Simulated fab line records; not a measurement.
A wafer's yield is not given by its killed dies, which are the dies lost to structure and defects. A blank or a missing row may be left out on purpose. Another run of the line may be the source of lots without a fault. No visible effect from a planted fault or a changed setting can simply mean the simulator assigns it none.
2 desks, one fault :: flow gf180mcu :: only its own numbers are on each desk; what lay behind them is given at the end

== METROLOGY DESK ==
What the gauges read for every lot (on any tool): the sampled wafers with a number, averaged. A lot is out of limits, marked OUT, if its mean lies more than 4 standard deviations from the usual mean; the brackets give that distance.
Columns: A = V4_OVL at GF_V4_OVL_MEAS_15, usual 0 nm; B = cd-nm at GF_TOP_METAL_CD_MEAS_14, usual 439.7 nm; C = TOP_METAL_OVL at GF_TOP_METAL_OVL_MEAS_15, usual -0.9 nm
lot: L215
first seen here: day 24 23:55
A: -1
B: 440.4
C: -1.0

lot: L217
first seen here: day 25 02:59
A: 3
B: 438.3
C: -1.1

lot: L218
first seen here: day 25 18:42
A: 0
B: 438.4
C: -1.0

lot: L220
first seen here: day 26 21:12
A: 2
B: 434.4
C: -0.0

lot: L222
first seen here: day 27 01:28
A: -7
B: 440.8
C: -1.9

lot: L224
first seen here: day 27 16:49
A: 1
B: 437.8
C: -2.0

lot: L225
first seen here: day 27 21:43
A: -5
B: 439.1
C: 0.4

lot: L227
first seen here: day 28 18:13
A: -2
B: 441.2
C: -0.9

lot: L228
first seen here: day 28 19:56
A: 4
B: 440.2
C: -0.6

lot: L232
first seen here: day 29 19:49
A: 6
B: 462.5 (+11) OUT
C: -1.4

lot: L233
first seen here: day 30 10:07
A: -2
B: 462.8 (+12) OUT
C: -0.6

lot: L235
first seen here: day 30 15:21
A: 0
B: 439.8
C: -1.4
This desk's finding: out of limits on L232, L233; first on L232, day 32 23:29 (cd-nm at GF_TOP_METAL_CD_MEAS_14). Within limits: L215, L217, L218, L220, L222, L224, L225, L227, L228, L235.

== FOR THE TOOL OWNER'S DESK: litho-track-04 ==
The tool's own readings at GF_TOP_METAL_COAT_09 (resist thk 1500 nm): means of the sampled wafers that have a number, for each lot that ran on this tool. A lot is out of limits, marked OUT, if its mean lies more than 4 standard deviations from the usual mean; the brackets give that distance.
Columns: A = chill-plate-temp-C at GF_TOP_METAL_COAT_09, usual 22.99 C; B = dispense-pressure-kPa at GF_TOP_METAL_COAT_09, usual 50.2 kPa
lot: L217
first seen here: day 28 07:18
A: 22.99
B: 48.2

lot: L228
first seen here: day 31 17:38
A: 23.14
B: 48.2

lot: L232
first seen here: day 32 14:46
A: 23.02
B: 48.2

lot: L233
first seen here: day 33 03:09
A: 22.98
B: 48.2
Result from this desk: across the 4 lots, nothing is out of limits.

== ALL TOGETHER ==
L232, L233 would have let the metrology desk raise an alarm at day 32 23:29.
Nothing out of limits was seen by the tool owner's desk.
Tool owner's desk: L232, L233 on record, inside its limits.
The lots listed all ran GF_TOP_METAL_COAT_09 on litho-track-04.

== WHAT WAS PUT IN BY THE SIMULATOR ==
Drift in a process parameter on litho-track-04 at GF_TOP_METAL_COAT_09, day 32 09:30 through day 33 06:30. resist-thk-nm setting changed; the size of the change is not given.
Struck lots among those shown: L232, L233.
Per desk, hours elapsed from the start of the fault to the first reading out of limits: for the metrology desk, 14.
